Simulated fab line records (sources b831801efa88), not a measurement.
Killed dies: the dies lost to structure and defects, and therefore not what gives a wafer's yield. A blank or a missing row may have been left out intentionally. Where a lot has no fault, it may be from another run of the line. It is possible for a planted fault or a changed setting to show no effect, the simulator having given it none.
The tool behind it: which one? + flow sky130 + 11 lots, 33 wafers sampled, at 2 steps of a route of 708

WHAT THE GAUGES SHOWED, per wafer
SKY_GATE_OXIDE_THK_MEAS_02.
| lot  | measured     | on            | GATE_OXIDE_OXIDATION_00_THK (nm) |
|------|--------------|---------------|----------------------------------|
| L196 | day 12 15:31 | film metro-03 | 10.05 9.98 10.15                 |
| L197 | day 13 02:35 | film metro-04 | 10.25 10.14 10.33                |
| L198 | day 13 11:29 | film metro-04 | 10.13 10.39 10.15                |
| L203 | day 15 05:11 | film metro-03 | 10.20 10.21 10.25                |
| L207 | day 17 01:02 | film metro-02 | 5.89 5.89 5.75                   |
| L208 | day 17 01:00 | film metro-04 | 5.56 5.52 5.40                   |
| L213 | day 18 13:17 | film metro-03 | 10.44 10.27 10.42                |
| L214 | day 19 05:53 | film metro-03 | 10.48 10.54 10.39                |
| L217 | day 20 11:16 | film metro-04 | 10.18 10.34 10.33                |
| L218 | day 21 05:04 | film metro-03 | 10.37 10.33 10.32                |
| L219 | day 21 05:37 | film metro-03 | 10.06 10.09 10.29                |

TOOL THAT RAN EACH LOT (tool first, then ch and the chambers of the sampled wafers, then the start)
| lot  | SKY_GATE_OXIDE_OXIDATION_01   |
|------|-------------------------------|
| L196 | furnace-02 ch 0, day 12 14:07 |
| L197 | furnace-02 ch 0, day 13 01:10 |
| L198 | furnace-01 ch 0, day 13 10:04 |
| L203 | furnace-01 ch 0, day 15 03:46 |
| L207 | furnace-02 ch 0, day 16 23:35 |
| L208 | furnace-02 ch 0, day 16 23:35 |
| L213 | furnace-01 ch 0, day 18 11:52 |
| L214 | furnace-01 ch 0, day 19 04:28 |
| L217 | furnace-02 ch 0, day 20 09:51 |
| L218 | furnace-02 ch 0, day 21 03:39 |
| L219 | furnace-01 ch 0, day 21 04:11 |
- SKY_GATE_OXIDE_OXIDATION_01: stabilise 600 s, purge 300 s, target thk 10.268 nm.

THE ANSWER, worked out from the rows above alone
Rule: usual is defined by the lots themselves. Put in order of their means at a reading, lots are off if they are a third of the lots or fewer, leave a main group of 4 or more, and stand apart from it by a gap of 3 or more times the standard deviation of the main group's means; of several such gaps the widest counts. Not used: any main group whose means are identical at the precision the tables above print for the reading. Also off: a lot with no number at a reading for which 4 or more lots have one. Where the step has rows for the other lots, those lots are counted as sound.
Off: L207, L208, at SKY_GATE_OXIDE_THK_MEAS_02 (GATE_OXIDE_OXIDATION_00_THK). The main group: mean 10.26 nm, standard deviation 0.12.
A tool fits if, at a process step before that reading, it ran every lot that is off, and no sound lot after the first of them. The gauges at SKY_GATE_OXIDE_THK_MEAS_02 are tried like those tools. No candidate that was tried fits.

WHAT THE SIMULATOR PUT IN
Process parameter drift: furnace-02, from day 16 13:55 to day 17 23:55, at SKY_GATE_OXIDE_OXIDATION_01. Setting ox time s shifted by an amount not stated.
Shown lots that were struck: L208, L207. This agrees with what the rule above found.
